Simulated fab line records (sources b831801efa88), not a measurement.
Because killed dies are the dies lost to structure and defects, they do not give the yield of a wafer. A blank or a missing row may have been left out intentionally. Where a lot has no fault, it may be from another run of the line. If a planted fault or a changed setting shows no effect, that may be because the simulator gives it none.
Code-filled problem report in 8D (eight disciplines) form / flow gf180mcu / the parts of the form that need people (team, actions taken, sign-off) are left out

## 1. WHAT WENT WRONG
exposure_dose_mJ_cm2 at GF_M4_EXPOSE_11 reads a mean of 27.521 on 6 wafers of 2 lots; wafers without a fault read 27.992 with a standard deviation of 0.027. Relative to the usual mean, that is a shift of -17 standard deviations.
The step: exposes mask Metal4, target cd 280 nm.
First seen on wafer L199.4, day 25 07:43, on krf_scanner-01. At this step, 33 wafers from 11 lots have a number in the record. Rule for "out", or "out of limits": more than 4 standard deviations from the usual mean. The rest of the wafers with a number are treated as sound.

## 2. WHAT IT IS, WHAT IT ISN'T
question=which readings at this step | is=exposure_dose_mJ_cm2 | is not=focus_offset_nm
question=which lots | is=L199, L202 | is not=L193, L194, L195, L196, L198, L207, L208, L211, L216
question=which wafers of those lots | is=all that have a number | is not=-
question=read on which tools | is=krf_scanner-01 | is not=krf_scanner-02
question=when | is=from day 25 07:43 | is not=up to then (15 sound wafers); but 12 sound wafers of L207, L208, L211, L216 came after

## 3. THE SUSPECTS, EACH WITH WHAT RULES IT OUT
Counting: a tool at a process step up to the reading stays a suspect if it ran every lot that is out and no sound lot after the first of them.
- krf_scanner-01 at GF_M4_EXPOSE_11 (exposes mask Metal4, target cd 280 nm): kept. It ran every lot that is out, first L199 (day 25 07:43), and no sound lot after that; its last sound lot up to then is L196 (day 23 19:56). On those wafers its own readings are out: exposure_dose_mJ_cm2.
The count leaves krf_scanner-01 at GF_M4_EXPOSE_11.

## 4. THE CAUSE (what the simulator had put in)
Drift in process parameters on krf_scanner-01 at GF_M4_EXPOSE_11, starting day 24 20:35. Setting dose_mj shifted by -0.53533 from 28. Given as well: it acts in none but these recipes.
Counting left only this tool.

## 5. THE EFFECT CHAIN, in route order
Rows list readings where the struck wafers' mean (over those with a number) sits beyond 3 standard deviations from the usual. Readings are gone through only where the record gives a usual standard deviation; hours: the median, over the lots, of the time from a lot's start at the first step in this table giving one to that lot's start at this step; sigmas: the change measured in usual standard deviations.
hours=0; step=GF_M4_EXPOSE_11; reading=exposure_dose_mJ_cm2; usual=27.992; on struck wafers=27.521; change=-0.471; sigmas=-17
Here are the process steps it includes:
- GF_M4_EXPOSE_11: exposes mask Metal4, target cd 280 nm.
Later steps that measure or inspect, where all struck wafers having a row at the step show a number for every such reading and not one has moved that far: GF_M4_CD_MEAS_14, GF_M4_OVL_MEAS_15.

## 6. WHAT WOULD HAVE CAUGHT IT SOONER
11 hours passed between the start of the fault at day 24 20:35 and the first reading out of limits in this record, taken at day 25 07:43.
